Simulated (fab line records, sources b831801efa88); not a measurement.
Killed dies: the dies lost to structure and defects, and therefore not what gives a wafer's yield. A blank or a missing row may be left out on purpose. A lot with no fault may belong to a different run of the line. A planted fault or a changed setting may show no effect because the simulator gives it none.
What tool caused it? :: flow sky130 :: 36 wafers from 12 lots sampled at 6 of the route's 708 steps

WHAT THE GAUGES SHOWED, per wafer
SKY_FIELD_ISO_BOW_MEAS_00. Usual: for INCOMING_BOW the level is 0 um and the standard deviation is 6.1.
lot: L929
measured: day 1 20:01
on: film-metro-03
INCOMING_BOW (um): -3 8 3
flag: 

lot: L930
measured: day 2 01:02
on: film-metro-02
INCOMING_BOW (um): -3 -9 3
flag: 

lot: L934
measured: day 2 21:00
on: film-metro-03
INCOMING_BOW (um): 10 1 0
flag: 

lot: L939
measured: day 3 22:00
on: film-metro-02
INCOMING_BOW (um): -8 4 -11
flag: 

lot: L940
measured: day 4 03:01
on: film-metro-01
INCOMING_BOW (um): -2 8 13
flag: 

lot: L942
measured: day 4 13:01
on: film-metro-03
INCOMING_BOW (um): -4 11 4
flag: 

lot: L944
measured: day 4 23:02
on: film-metro-02
INCOMING_BOW (um): -3 -7 -3
flag: 

lot: L945
measured: day 5 04:00
on: film-metro-03
INCOMING_BOW (um): 11 1 10
flag: 

lot: L947
measured: day 5 14:00
on: film-metro-02
INCOMING_BOW (um): 1 -3 -8
flag: 

lot: L948
measured: day 5 19:00
on: film-metro-01
INCOMING_BOW (um): -11 3 3
flag: 

lot: L949
measured: day 6 00:01
on: film-metro-03
INCOMING_BOW (um): 9 -2 -3
flag: 

lot: L950
measured: day 6 05:04
on: film-metro-03
INCOMING_BOW (um): -4 12 -11
flag: 

SKY_VT_ADJUST_LVTN_OVL_MEAS_07. Usual: for VT_ADJUST_LVTN_OVL the level is -0.5 nm and the standard deviation is 1.2.
lot: L929
measured: day 7 21:00
on: overlay-02
VT_ADJUST_LVTN_OVL (nm): - - -
flag: OFF

lot: L930
measured: day 8 00:31
on: overlay-02
VT_ADJUST_LVTN_OVL (nm): 0.0 -0.3 0.8
flag: 

lot: L934
measured: day 9 04:41
on: overlay-02
VT_ADJUST_LVTN_OVL (nm): -0.1 -0.7 1.7
flag: 

lot: L939
measured: day 10 15:30
on: overlay-01
VT_ADJUST_LVTN_OVL (nm): -0.2 -1.1 0.2
flag: 

lot: L940
measured: day 10 17:56
on: overlay-02
VT_ADJUST_LVTN_OVL (nm): 1.2 -0.8 -1.0
flag: 

lot: L942
measured: day 11 03:28
on: overlay-02
VT_ADJUST_LVTN_OVL (nm): -3.8 -3.0 -0.9
flag: 

lot: L944
measured: day 11 16:34
on: overlay-02
VT_ADJUST_LVTN_OVL (nm): -0.8 -0.9 -1.4
flag: 

lot: L945
measured: day 11 22:12
on: overlay-01
VT_ADJUST_LVTN_OVL (nm): 1.0 -0.4 0.2
flag: 

lot: L947
measured: day 12 11:39
on: overlay-02
VT_ADJUST_LVTN_OVL (nm): -0.8 -0.4 -0.5
flag: 

lot: L948
measured: day 13 04:21
on: overlay-01
VT_ADJUST_LVTN_OVL (nm): -1.4 -1.3 -1.4
flag: 

lot: L949
measured: day 13 06:23
on: overlay-01
VT_ADJUST_LVTN_OVL (nm): -1.8 -2.0 -0.8
flag: 

lot: L950
measured: day 13 11:00
on: overlay-02
VT_ADJUST_LVTN_OVL (nm): 0.4 -0.1 -0.8
flag: 

SKY_VT_ADJUST_LVTN_TW_MEAS_10. Usual: for VT_ADJUST_LVTN_TW the level is 240.8 and the standard deviation is 2.3.
lot: L929
measured: day 7 21:17
on: film-metro-04
VT_ADJUST_LVTN_TW: 29.9 30.2 30.1
flag: OFF

lot: L930
measured: day 8 00:49
on: film-metro-03
VT_ADJUST_LVTN_TW: 238.7 239.6 240.1
flag: 

lot: L934
measured: day 9 04:58
on: film-metro-03
VT_ADJUST_LVTN_TW: 237.2 236.9 236.7
flag: 

lot: L939
measured: day 10 15:47
on: film-metro-01
VT_ADJUST_LVTN_TW: 243.1 242.9 241.9
flag: 

lot: L940
measured: day 10 18:14
on: film-metro-03
VT_ADJUST_LVTN_TW: 237.5 236.4 235.5
flag: 

lot: L942
measured: day 11 03:45
on: film-metro-04
VT_ADJUST_LVTN_TW: 242.2 242.1 243.3
flag: 

lot: L944
measured: day 11 16:52
on: film-metro-01
VT_ADJUST_LVTN_TW: 241.5 240.9 241.7
flag: 

lot: L945
measured: day 11 22:29
on: film-metro-01
VT_ADJUST_LVTN_TW: 242.5 243.2 242.4
flag: 

lot: L947
measured: day 12 11:56
on: film-metro-03
VT_ADJUST_LVTN_TW: 237.6 239.2 237.9
flag: 

lot: L948
measured: day 13 04:38
on: film-metro-01
VT_ADJUST_LVTN_TW: 240.8 241.5 240.6
flag: 

lot: L949
measured: day 13 06:41
on: film-metro-04
VT_ADJUST_LVTN_TW: 243.2 242.2 242.2
flag: 

lot: L950
measured: day 13 11:27
on: film-metro-04
VT_ADJUST_LVTN_TW: 243.3 242.9 241.6
flag: 

SKY_VT_ADJUST_LVTN_TW_MEAS_21. Usual: for VT_ADJUST_LVTN_2_TW the level is 187.4 and the standard deviation is 1.9.
lot: L929
measured: day 8 19:23
on: film-metro-01
VT_ADJUST_LVTN_2_TW: 188.8 188.2 188.2
flag: 

lot: L930
measured: day 8 22:07
on: film-metro-04
VT_ADJUST_LVTN_2_TW: 186.9 188.6 187.6
flag: 

lot: L934
measured: day 10 03:46
on: film-metro-04
VT_ADJUST_LVTN_2_TW: 189.6 189.5 188.9
flag: 

lot: L939
measured: day 11 15:31
on: film-metro-03
VT_ADJUST_LVTN_2_TW: 185.5 185.5 186.1
flag: 

lot: L940
measured: day 11 17:27
on: film-metro-04
VT_ADJUST_LVTN_2_TW: 189.4 188.5 187.6
flag: 

lot: L942
measured: day 12 04:08
on: film-metro-03
VT_ADJUST_LVTN_2_TW: 184.4 185.5 185.1
flag: 

lot: L944
measured: day 12 18:18
on: film-metro-04
VT_ADJUST_LVTN_2_TW: 188.5 188.6 188.5
flag: 

lot: L945
measured: day 12 23:17
on: film-metro-03
VT_ADJUST_LVTN_2_TW: 184.6 184.9 185.6
flag: 

lot: L947
measured: day 13 13:41
on: film-metro-03
VT_ADJUST_LVTN_2_TW: 185.2 185.9 185.8
flag: 

lot: L948
measured: day 14 06:43
on: film-metro-01
VT_ADJUST_LVTN_2_TW: 188.8 189.8 189.7
flag: 

lot: L949
measured: day 14 09:02
on: film-metro-03
VT_ADJUST_LVTN_2_TW: 186.0 186.1 185.3
flag: 

lot: L950
measured: day 14 13:28
on: film-metro-04
VT_ADJUST_LVTN_2_TW: 189.1 189.2 188.6
flag: 

SKY_SONOS_ONO_THK_MEAS_03. Usual: for SONOS_ONO_CVD_02_THK the level is 10.50 nm and the standard deviation is 0.13.
lot: L929
measured: day 13 00:12
on: film-metro-03
SONOS_ONO_CVD_02_THK (nm): 10.36 10.48 10.46
flag: 

lot: L930
measured: day 13 00:13
on: film-metro-01
SONOS_ONO_CVD_02_THK (nm): 10.52 10.40 10.38
flag: 

lot: L934
measured: day 14 12:16
on: film-metro-02
SONOS_ONO_CVD_02_THK (nm): 10.54 10.55 10.52
flag: 

lot: L939
measured: day 16 04:32
on: film-metro-02
SONOS_ONO_CVD_02_THK (nm): 10.56 10.51 10.53
flag: 

lot: L940
measured: day 16 08:29
on: film-metro-01
SONOS_ONO_CVD_02_THK (nm): 10.37 10.39 10.45
flag: 

lot: L942
measured: day 16 22:22
on: film-metro-03
SONOS_ONO_CVD_02_THK (nm): 10.35 10.41 10.43
flag: 

lot: L944
measured: day 17 13:38
on: film-metro-03
SONOS_ONO_CVD_02_THK (nm): 10.39 10.46 10.45
flag: 

lot: L945
measured: day 17 18:34
on: film-metro-01
SONOS_ONO_CVD_02_THK (nm): 10.49 10.54 10.43
flag: 

lot: L947
measured: day 18 13:12
on: film-metro-02
SONOS_ONO_CVD_02_THK (nm): 10.35 10.38 10.41
flag: 

lot: L948
measured: day 19 07:43
on: film-metro-01
SONOS_ONO_CVD_02_THK (nm): 10.54 10.52 10.65
flag: 

lot: L949
measured: day 19 10:34
on: film-metro-02
SONOS_ONO_CVD_02_THK (nm): 10.56 10.49 10.58
flag: 

lot: L950
measured: day 19 15:47
on: film-metro-02
SONOS_ONO_CVD_02_THK (nm): 10.43 10.41 10.30
flag: 

WHAT TOOL EACH LOT RAN ON (gives the tool, then ch and the chambers of the sampled wafers, and finally the start)
lot: L929
SKY_VT_ADJUST_LVTN_EXPOSE_04: iline-stepper-01 ch 0, day 7 11:04

lot: L930
SKY_VT_ADJUST_LVTN_EXPOSE_04: iline-stepper-01 ch 0, day 7 14:38

lot: L934
SKY_VT_ADJUST_LVTN_EXPOSE_04: iline-stepper-01 ch 0, day 8 18:10

lot: L939
SKY_VT_ADJUST_LVTN_EXPOSE_04: iline-stepper-01 ch 0, day 10 04:08

lot: L940
SKY_VT_ADJUST_LVTN_EXPOSE_04: iline-stepper-02 ch 0, day 10 06:26

lot: L942
SKY_VT_ADJUST_LVTN_EXPOSE_04: iline-stepper-01 ch 0, day 10 15:53

lot: L944
SKY_VT_ADJUST_LVTN_EXPOSE_04: iline-stepper-01 ch 0, day 11 04:58

lot: L945
SKY_VT_ADJUST_LVTN_EXPOSE_04: iline-stepper-01 ch 0, day 11 10:06

lot: L947
SKY_VT_ADJUST_LVTN_EXPOSE_04: iline-stepper-02 ch 0, day 12 00:10

lot: L948
SKY_VT_ADJUST_LVTN_EXPOSE_04: iline-stepper-01 ch 0, day 12 15:25

lot: L949
SKY_VT_ADJUST_LVTN_EXPOSE_04: iline-stepper-01 ch 0, day 12 18:10

lot: L950
SKY_VT_ADJUST_LVTN_EXPOSE_04: iline-stepper-02 ch 0, day 12 22:49
- SKY_VT_ADJUST_LVTN_EXPOSE_04: exposes mask NWM COMPLEMENT LESS NATIVE, target cd 840 nm.

AS READ BY THE TOOLS THEMSELVES (means over the sampled wafers that have a number; for cases with no such wafer, the mark the record gives instead)
SKY_VT_ADJUST_LVTN_EXPOSE_04. Usual: reticle-temp-C 23.01 C, standard deviation 0.1.
lot: L929
tool: iline-stepper-01
reticle-temp-C (C): 22.97
flag: 

lot: L930
tool: iline-stepper-01
reticle-temp-C (C): 22.96
flag: 

lot: L934
tool: iline-stepper-01
reticle-temp-C (C): 23.05
flag: 

lot: L939
tool: iline-stepper-01
reticle-temp-C (C): 23.01
flag: 

lot: L940
tool: iline-stepper-02
reticle-temp-C (C): 23.03
flag: 

lot: L942
tool: iline-stepper-01
reticle-temp-C (C): 22.94
flag: 

lot: L944
tool: iline-stepper-01
reticle-temp-C (C): 23.12
flag: 

lot: L945
tool: iline-stepper-01
reticle-temp-C (C): 22.95
flag: 

lot: L947
tool: iline-stepper-02
reticle-temp-C (C): 23.15
flag: 

lot: L948
tool: iline-stepper-01
reticle-temp-C (C): 22.96
flag: 

lot: L949
tool: iline-stepper-01
reticle-temp-C (C): 22.94
flag: 

lot: L950
tool: iline-stepper-02
reticle-temp-C (C): 22.98
flag: 

THE ANSWER, worked out from the rows above alone
Rule: a lot counts as off when the mean over its wafers that have a number is more than 3 standard deviations away from the usual mean. A lot without any number at a reading at which 4 lots or more have one is off too. The other lots that the step has rows for count as sound. First the gauges in route order, then the tools' own readings, where a lot's mean is used as printed above. At the first step where some lot is off, the reading lying furthest off is the one used; lots without a number count as furthest.
Off: L929, at SKY_VT_ADJUST_LVTN_OVL_MEAS_07 (VT_ADJUST_LVTN_OVL). Without a number there: L929.
If a tool, at a process step before that reading, ran all the lots that are off and no sound lot after the first of them, it fits. The gauges at SKY_VT_ADJUST_LVTN_OVL_MEAS_07 aren't tried: what is off there is off at SKY_VT_ADJUST_LVTN_TW_MEAS_10 too, on other tools, and a gauge's error can't cause that. Of those tried, none fits.

WHAT THE SIMULATOR PUT IN
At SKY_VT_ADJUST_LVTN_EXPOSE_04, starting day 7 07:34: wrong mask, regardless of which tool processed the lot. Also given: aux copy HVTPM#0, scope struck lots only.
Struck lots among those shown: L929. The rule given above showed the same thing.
